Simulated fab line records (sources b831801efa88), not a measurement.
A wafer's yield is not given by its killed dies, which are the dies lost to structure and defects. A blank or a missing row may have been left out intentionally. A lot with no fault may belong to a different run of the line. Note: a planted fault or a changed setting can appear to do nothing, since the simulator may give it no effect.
fab line records | flow sfq_line
[record] lots = 14 | wafers = 42 | last_day = 93
route steps=325 shown M0@36
lots that met no fault: from a run of the same line without faults
start_h: start of the lot's first displayed wafer, in hours after the record's first day | wait_h: how many hours have passed since the lot's step before this one | " as in the row above | L1.1+2: a row that stands for several wafers | - no value, or no start was given | * or withheld: withheld | < > ~ a bound
route shown NAME@n: names a module that has steps shown in the file, with the first one's number in the route | usual: mean/standard deviation taken from wafers without a fault | same: alike in all rows | chamber/n: place in a boat | sites: each site's reading | _std_site: how widely they spread, as a standard deviation | _edge_site: inner sites' mean taken away from outer sites' mean | radius_mm: for every site, how far away it sits from the centre of the wafer | mask NAME#n: copy n | behind: the tool/chamber that last shaped the wafer | hold: why the lot was held/for how many hours/how that ended | device: transistor that didn't switch, given as n, p or np | end of line: tests run on the same wafers once the route is complete | a step with no rows: only its recipe | killed: dies that structure and defects cost at the first sort, which is not the same as the wafer's yield | map: a wafer's dies, marking killed ones x, the rest . and places with no die _
set.NAME: the setting as run; set.NAME@STEP: as run at that earlier step | model.NAME: the simulator's own value behind a step, which no gauge read
steps of the route over a sample of lots; a table a step, a row a wafer
[[steps]]
[step SFQ_TRILAYER_M0_LITHO_PEB_024]
[recipe] peb_temp_c = 115 | peb_time_s = 60 | resist = KrF
[usual] heater_power_total_W = 79.15/0.071
lot.wafer | tool           | chamber | start_h | wait_h | heater_power_total_W
L561.2    | litho_track-01 | 0       | 223.19  | 0.8    | 79.20
L561.3    | "              | 0       | "       | "      | 79.04
L561.6    | "              | 0       | "       | "      | 79.21
L562.1    | litho_track-02 | 0       | 226.76  | 1.0    | 79.08
L562.3    | "              | 0       | "       | "      | 79.22
L562.4    | "              | 0       | "       | "      | 79.08
L564.2    | litho_track-02 | 0       | 241.19  | 0.8    | 81.26
L564.5    | "              | 0       | "       | "      | 79.16
L564.6    | "              | 0       | "       | "      | 81.26
L565.4    | litho_track-01 | 0       | 249.64  | 0.5    | 79.21
L565.5    | "              | 0       | "       | "      | 79.10
L565.6    | "              | 0       | "       | "      | 79.12
L566.1    | litho_track-02 | 0       | 261.56  | 1.0    | 79.02
L566.3    | "              | 0       | "       | "      | 81.17
L566.4    | "              | 0       | "       | "      | 79.19
L573.2    | litho_track-03 | 0       | 310.42  | 0.8    | 79.09
L573.3    | "              | 0       | "       | "      | 79.10
L573.4    | "              | 0       | "       | "      | 78.96
L574.1    | litho_track-02 | 0       | 323.60  | 1.0    | 79.23
L574.2    | "              | 0       | "       | "      | 79.18
L574.4    | "              | 0       | "       | "      | 79.21
L575.1    | litho_track-02 | 0       | 339.64  | 1.0    | 79.22
L575.3    | "              | 0       | "       | "      | 79.12
L575.4    | "              | 0       | "       | "      | 79.26
L577.3    | litho_track-01 | 0       | 355.29  | 0.7    | 79.19
L577.4    | "              | 0       | "       | "      | 79.17
L577.5    | "              | 0       | "       | "      | 79.20
L578.4    | litho_track-01 | 0       | 372.24  | 0.5    | 79.03
L578.5    | "              | 0       | "       | "      | 79.03
L578.6    | "              | 0       | "       | "      | 79.20
L579.2    | litho_track-01 | 0       | 383.12  | 0.8    | 79.08
L579.3    | "              | 0       | "       | "      | 79.23
L579.4    | "              | 0       | "       | "      | 79.01
L580.4    | litho_track-03 | 0       | 397.57  | 0.5    | 78.94
L580.5    | "              | 0       | "       | "      | 79.25
L580.6    | "              | 0       | "       | "      | 79.02
L582.1    | litho_track-01 | 0       | 424.94  | 1.0    | 79.16
L582.2    | "              | 0       | "       | "      | 79.09
L582.3    | "              | 0       | "       | "      | 79.13
L584.1    | litho_track-01 | 0       | 449.86  | 1.0    | 79.23
L584.3    | "              | 0       | "       | "      | 79.13
L584.4    | "              | 0       | "       | "      | 79.10
[[key]]
[first_sign] step = SFQ_TRILAYER_M0_LITHO_PEB_024 | reading = heater_power_total_W | direction = up | sigmas = 29 | usual = 79.15 | struck = 81.23
effect none on later readings
met_at SFQ_TRILAYER_M0_LITHO_PEB_024
struck_lots L564,L566
struck_wafers L564.2,L564.6,L566.3
onset_between 226.76 241.19
[fault] kind = process_parameter_drift | tool = litho_track-02 | chamber = - | onset_h = 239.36 | steps = SFQ_TRILAYER_M0_LITHO_PEB_024 | channel = peb_time_s | offset = * | shape = step | end_h = 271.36 | scope = struck_wafers_only | acts_in = * | stated = *
